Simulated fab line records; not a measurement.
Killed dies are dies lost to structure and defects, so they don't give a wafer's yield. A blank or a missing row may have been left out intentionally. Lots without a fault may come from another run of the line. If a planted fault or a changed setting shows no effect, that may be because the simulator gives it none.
Chamber matching | flow sky130 | cmp-02 running SKY_VIA3_CMP_02: 4 sister chambers
The step polishes SiO2. 8 wafers are shown with their chamber, then 8 later ones without.

## WAFERS, EACH WITH ITS CHAMBER
wafer  | chamber | motor-current-A (A) | retaining-ring-pressure-frac
L745.2 | 3       | 12.2                | 0.997
L745.5 | 2       | 12.4                | 1.006
L744.4 | 0       | 9.5                 | 1.005
L744.6 | 1       | 12.3                | 0.996
L748.1 | 2       | 12.4                | 0.997
L748.3 | 1       | 12.2                | 0.999
L748.4 | 3       | 12.5                | 0.999
L749.3 | 0       | 11.0                | 1.001

## WAFERS WITH NO CHAMBER GIVEN
wafer  | motor-current-A (A) | retaining-ring-pressure-frac
L749.4 | 12.0                | 0.998
L749.6 | 13.2                | 0.997
L751.1 | 11.9                | 1.007
L751.2 | 13.0                | 1.002
L751.3 | 10.4                | 1.001
L752.3 | 12.4                | 0.995
L752.5 | 13.6                | 1.011
L752.6 | 12.5                | 1.002

## CHAMBER TAKEN BY EACH
wafer  | from the rows above               | in truth
L749.4 | can't be placed: 1 or 3 or 2      | 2
L749.6 | can't be placed: 3 or 1 or 2      | 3
L751.1 | can't be placed: 2 or 3 or 1 or 0 | 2
L751.2 | can't be placed: 2 or 3 or 1      | 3
L751.3 | 0                                 | 0
L752.3 | can't be placed: 1 or 3 or 2      | 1
L752.5 | can't be placed: 2 or 3 or 1      | 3
L752.6 | can't be placed: 2 or 3 or 1      | 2
Placed correctly: 1 of 8. Not placeable from these rows: 7 (in 7, the candidates include the true chamber). 0 placed wrongly.
How it was worked out, from the rows above alone: a wafer's distance from a chamber is the root of the sum, over the readings, of the square of ((its reading less the chamber's mean) divided by the reading's scatter). The wafer belongs to the nearest chamber; if the next one is less than 2 further off, it can't be placed. Each chamber's mean is taken over the wafers shown for it. The scatter: take each reading less its chamber's mean, square it, sum over the shown wafers, divide by the number of wafers less the number of chambers, and take the root.
